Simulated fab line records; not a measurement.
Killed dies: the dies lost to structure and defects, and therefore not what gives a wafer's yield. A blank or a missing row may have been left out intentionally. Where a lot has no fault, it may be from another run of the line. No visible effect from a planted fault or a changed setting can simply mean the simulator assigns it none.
Which of the tools did it?	flow gf180mcu	6 lots with 18 wafers sampled at 2 steps, on a route of 602 steps

WHAT THE GAUGES SHOWED, per wafer
GF_HV_LDD_TW_MEAS_11.
lot	measured	on	HV_LDD_TW
L840	day 10 11:30	film-metro-03	2415 2403 2419
L842	day 11 08:46	film-metro-01	2405 2410 2408
L846	day 12 00:10	film-metro-04	2399 2403 2410
L849	day 13 04:42	film-metro-01	2402 2402 2411
L856	day 15 11:10	film-metro-04	2340 2319 2339
L858	day 15 21:29	film-metro-03	2343 2338 2356

WHAT TOOL EACH LOT RAN ON (gives the tool, then ch and the chambers of the sampled wafers, and finally the start)
lot	GF_HV_LDD_IMPLANT_09
L840	implanter-01 ch 0, day 10 11:15
L842	implanter-03 ch 0, day 11 08:31
L846	implanter-04 ch 0, day 11 23:55
L849	implanter-04 ch 0, day 13 04:27
L856	implanter-04 ch 0, day 15 10:55
L858	implanter-04 ch 0, day 15 21:13
- GF_HV_LDD_IMPLANT_09

THE ANSWER, worked out from the rows above alone
Rule: usual is defined by the lots themselves. The widest of any qualifying gaps counts: lots, ordered by their means at a reading, are off when they make up no more than a third of the lots, leave a main group of 4 or more, and stand apart from it by 3 or more times the standard deviation of that group's means. A main group is skipped when, at the precision printed for the reading in the tables above, its means are all equal. Also off: a lot with no number at a reading for which 4 or more lots have one. All remaining lots with rows at the step are treated as sound.
Off: L856, L858, seen at GF_HV_LDD_TW_MEAS_11 (HV_LDD_TW). The main group has a mean of 2407 with a standard deviation of 3.2.
A tool fits if, at a process step before that reading, it ran every lot that is off, and no sound lot after the first of them. Gauges at GF_HV_LDD_TW_MEAS_11: tried the same way as those tools. One fits: GF_HV_LDD_IMPLANT_09 on implanter-04. Its last sound lot is L849 (day 13 04:27), its first lot that is off L856 (day 15 10:55): a fault that began between those two fits.

WHAT THE SIMULATOR PUT IN
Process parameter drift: implanter-04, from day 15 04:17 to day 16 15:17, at GF_HV_LDD_IMPLANT_09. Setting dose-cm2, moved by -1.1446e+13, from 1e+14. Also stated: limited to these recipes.
Shown lots that were struck: L856, L858. The rule given above showed the same thing.
